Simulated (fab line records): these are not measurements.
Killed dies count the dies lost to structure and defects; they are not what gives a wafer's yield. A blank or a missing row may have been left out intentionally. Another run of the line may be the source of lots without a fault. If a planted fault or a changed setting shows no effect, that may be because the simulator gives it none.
Comparing a struck lot with a sound one / flow sky130 / 18 out of 708 route steps
Sound: these wafers, L939.2, L939.3, L939.6. Struck: wafer L951.6. (L951.5 of the same lot was not struck and is left out.) The cause comes at the end.
Order at every step that has rows: each side's tool, ch and its chambers, its first start. Under that, the readings that differ: sound wafers / struck wafers / difference of the means / sigmas: that difference in standard deviations of wafers without a fault.
alike: readings with means less than 2 such deviations apart, plus words and numbers identical on both sides. not compared: withheld readings, readings lacking a value on some wafer, bounds such as >300 that could conceal the same value, and numbers that have no deviation in the record and whose values overlap.
A row with sigmas, a row that says differs or no value, or rows on one side alone: a step with any of these is where the two part. Non-overlapping numbers with no deviation appear without sigmas and do not part them. A reading missing from all wafers of one side parts the sides only when that side holds two or more wafers.

first, 4 steps without rows for these wafers: SKY_VT_ADJUST_LVTN_SOFTBAKE_14 (time 60 s); SKY_VT_ADJUST_LVTN_EXPOSE_15 (exposes mask HVN STD DERIVED, target cd 600 nm); SKY_VT_ADJUST_LVTN_PEB_16; SKY_VT_ADJUST_LVTN_DEVELOP_17 (develop time 60 s).
SKY_VT_ADJUST_LVTN_OVL_MEAS_18:
  struck on overlay-02, day 12 02:56; sound on overlay-02, day 8 07:26
  alike: VT_ADJUST_LVTN_01_OVL
next, for these wafers, 1 step has no rows: SKY_VT_ADJUST_LVTN_IMPLANT_19.
SKY_VT_ADJUST_LVTN_STRIP_20: strips in O2/N2.
  sound on plasmaAsher-04 ch 0,1, day 8 07:37; struck on plasmaAsher-02 ch 0, day 12 03:10
  alike: drypumpMotorCurrentA, n2FlowSccm, oesProductAu, stripTimeToEndpointS
  not compared: rfHoursCounterH
SKY_VT_ADJUST_LVTN_TW_MEAS_21:
  struck on filmMetro-01, day 12 03:14; sound on filmMetro-02, day 8 07:43
reading=VT_ADJUST_LVTN_2_TW; sound=186.3 186.3 186.2; struck=189.9; difference=+3.6; sigmas=+2
then, 4 steps without rows for these wafers: SKY_VT_ADJUST_NCORE_DEHYDRATE_00 (time 60 s); SKY_VT_ADJUST_NCORE_HMDS_01 (prime time 60 s); SKY_VT_ADJUST_NCORE_COAT_02 (resist thk 1140 nm); SKY_VT_ADJUST_NCORE_SOFTBAKE_03 (time 60 s).
SKY_VT_ADJUST_NCORE_EXPOSE_04: exposes mask LVTN COMPLEMENT THIN, target cd 380 nm.
  sound on ilineStepper-02 ch 0, day 8 17:52; struck on ilineStepper-01 ch 0, day 12 15:19
  alike: mask, focusOffsetNm
then, 2 steps without rows for these wafers: SKY_VT_ADJUST_NCORE_PEB_05; SKY_VT_ADJUST_NCORE_DEVELOP_06 (develop time 60 s).
SKY_VT_ADJUST_NCORE_CD_MEAS_07: the cd target is 380 nm.
  struck on cdSem-02, day 13 03:04; sound on cdSem-02, day 9 04:13
reading=cdNm (nm); sound=378.4 378.9 378.5; struck=367.8; difference=-10.8; sigmas=-6
SKY_VT_ADJUST_NCORE_OVL_MEAS_08:
  struck on overlay-01, day 13 03:07; sound on overlay-02, day 9 04:19
reading=VT_ADJUST_NCORE_OVL (nm); sound=0.0 -1.0 1.2; struck=-2.5; difference=-2.6; sigmas=-2
-- here the record skips 36 days between the struck wafers' starts before and after, leaving off in module VT_ADJUST_NCORE and picking up in module PAD_OPEN (first step shown: number 708 of the route) --
SKY_PAD_OPEN_PROBE_99:
  struck on prober-01, day 49 13:55; sound on prober-01, day 46 09:27
  alike: killed_at_M0_to_M3, killed_at_M4_up, killedAtContacts, killedAtFrontEnd, killedDies, killedOpen, killedShort

WHERE THEY PART
First at SKY_VT_ADJUST_LVTN_TW_MEAS_21; last, within this record, at SKY_VT_ADJUST_NCORE_OVL_MEAS_08. Later steps at which nothing parts them and some readings are alike: SKY_PAD_OPEN_PROBE_99.

WHY: whatever the simulator had introduced
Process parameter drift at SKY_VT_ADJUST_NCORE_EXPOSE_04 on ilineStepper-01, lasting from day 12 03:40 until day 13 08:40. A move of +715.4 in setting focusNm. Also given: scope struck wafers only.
